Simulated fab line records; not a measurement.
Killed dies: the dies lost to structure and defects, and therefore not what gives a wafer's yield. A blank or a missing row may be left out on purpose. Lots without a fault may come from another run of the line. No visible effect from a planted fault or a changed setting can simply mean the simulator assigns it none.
Comparing a struck lot with a sound one ; flow sky130 ; 15 steps out of a route of 708
Sound: these wafers, L923.1, L923.2, L923.5. Struck: wafer L936.5 (left out: L936.1, L936.3 of the same lot, which were not struck); the cause appears at the end.
Per side, at each step with rows, come the tool, then ch with its chambers, and then its first start. Under that, the readings that differ: sound wafers ; struck wafers ; difference of the means ; sigmas: that difference in standard deviations of wafers without a fault.
alike: readings with means less than 2 such deviations apart, plus words and numbers identical on both sides. not compared: withheld readings, readings lacking a value on some wafer, bounds such as >300 that could conceal the same value, and numbers that have no deviation in the record and whose values overlap.
The two part at a step that has a row with sigmas, a row that says differs or no value, or rows on one side only. Non-overlapping numbers with no deviation appear without sigmas and do not part them. A reading that every wafer of one side lacks parts them only if that side has two wafers or more.

first, 8 steps without rows for these wafers: SKY_FIELD_ISO_DEHYDRATE_05 (time 60 s); SKY_FIELD_ISO_HMDS_06 (prime time 60 s); SKY_FIELD_ISO_COAT_07 (resist thk 60 nm); SKY_FIELD_ISO_COAT_08 (resist thk 450 nm); SKY_FIELD_ISO_SOFTBAKE_09 (time 90 s); SKY_FIELD_ISO_EXPOSE_10 (exposes mask FOM, target cd 150 nm); SKY_FIELD_ISO_PEB_11; SKY_FIELD_ISO_DEVELOP_12 (develop time 60 s).
SKY_FIELD_ISO_CD_MEAS_13: target cd 150 nm.
  struck on cdSem-01, day 5 02:08; sound on cdSem-01, day 2 07:13
  alike: cdNm
SKY_FIELD_ISO_ETCH_14: etches BARC in N2/H2, stops on SiO2, time 45.9 s, target depth 60 nm.
  sound on rieDiel-03 ch 0,2,3, day 2 07:20; struck on rieDiel-02 ch 3, day 5 02:16
  alike: drypumpMotorCurrentA, oesProductAu, runLengthS, throttleValvePct
  not compared: rfHoursCounterH
SKY_FIELD_ISO_ETCH_15: etches the open film in CHF3/O2, stops on Si, target depth 180 nm, time 72 s.
  sound on rieDiel-03 ch 0,2,3, day 2 07:22; struck on rieDiel-02 ch 3, day 5 02:18
  alike: drypumpMotorCurrentA, oesProductAu, runLengthS, throttleValvePct
  not compared: rfHoursCounterH
SKY_FIELD_ISO_STRIP_16: strips in O2/N2.
  sound on plasmaAsher-03 ch 0,1, day 2 07:26; struck on plasmaAsher-03 ch 0, day 5 02:22
  alike: drypumpMotorCurrentA, o2FlowSccm, oesProductAu, stripTimeToEndpointS
  not compared: rfHoursCounterH
SKY_FIELD_ISO_ETCH_17: etches Si in HBr/Cl2/O2, target depth 342 nm, time 97.7 s.
  sound on rieSi-01 ch 0,1,2, day 2 07:32; struck on rieSi-01 ch 1, day 5 02:28
reading;sound;struck;difference;sigmas
runLengthS (s);125.5 126.5 125.2;139.1;+13.4;+20
model.FIELD_ISO.featureDepthNm (nm);336.9 347.5 349;392.8;+48.3;
model.etch.depthNm (nm);336.9 347.5 349;392.8;+48.3;
  alike: drypumpMotorCurrentA, oesProductAu, throttleValvePct
  not compared: rfHoursCounterH
then, 1 step without rows for these wafers: SKY_FIELD_ISO_WET_ETCH_18 (etches Si3N4 in H3PO4, target depth 25 nm, time 286 s).
-- the record jumps here: 44 days lie between the struck wafers' starts before and after (it left off in module FIELD_ISO and takes up again in module PAD_OPEN, whose first step shown is number 708 of the route) --
SKY_PAD_OPEN_PROBE_99:
  struck on prober-01, day 49 00:02; sound on prober-02, day 46 08:50
reading;sound;struck;difference;sigmas
killed_at_M4_up;6 2 2;7;+4;+2
model.etest.res_p_drift_20v.lineOhmUm;1.152e+04 1.28e+04 1.277e+04;1.831e+04;+5.947e+03;
model.etest.res_p_drift_20v.rsOhmSq;9673 1.051e+04 1.063e+04;1.525e+04;+4.979e+03;
model.etest.pfet_16v.rOnOhmUm;1.475e+04 1.538e+04 1.523e+04;1.841e+04;+3.290e+03;
model.etest.resIsoPwell.rsOhmSq;2787 3075 3100;5028;+2041;
model.etest.resIsoPwell.lineOhmUm;1046 1126 1164;1867;+755;
model.etest.nfet_16v.rOnOhmUm;1.397e+04 1.419e+04 1.41e+04;1.422e+04;+1.333e+02;
model.etest.resNwell.lineOhmUm;1136 1175 1204;1430;+258;
model.etest.resNwell.rsOhmSq;927.8 976.1 981.1;1229;+267;
  alike: killed_at_M0_to_M3, killedAtContacts, killedAtFrontEnd, killedAtOther, killedDies, killedOpen, killedShort

## WHERE THEY PART
At SKY_FIELD_ISO_ETCH_17 first; at SKY_PAD_OPEN_PROBE_99 last (within this record only).

WHY: the cause the simulator had injected
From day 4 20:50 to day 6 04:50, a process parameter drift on rieSi-01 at SKY_FIELD_ISO_ETCH_17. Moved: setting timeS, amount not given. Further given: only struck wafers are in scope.
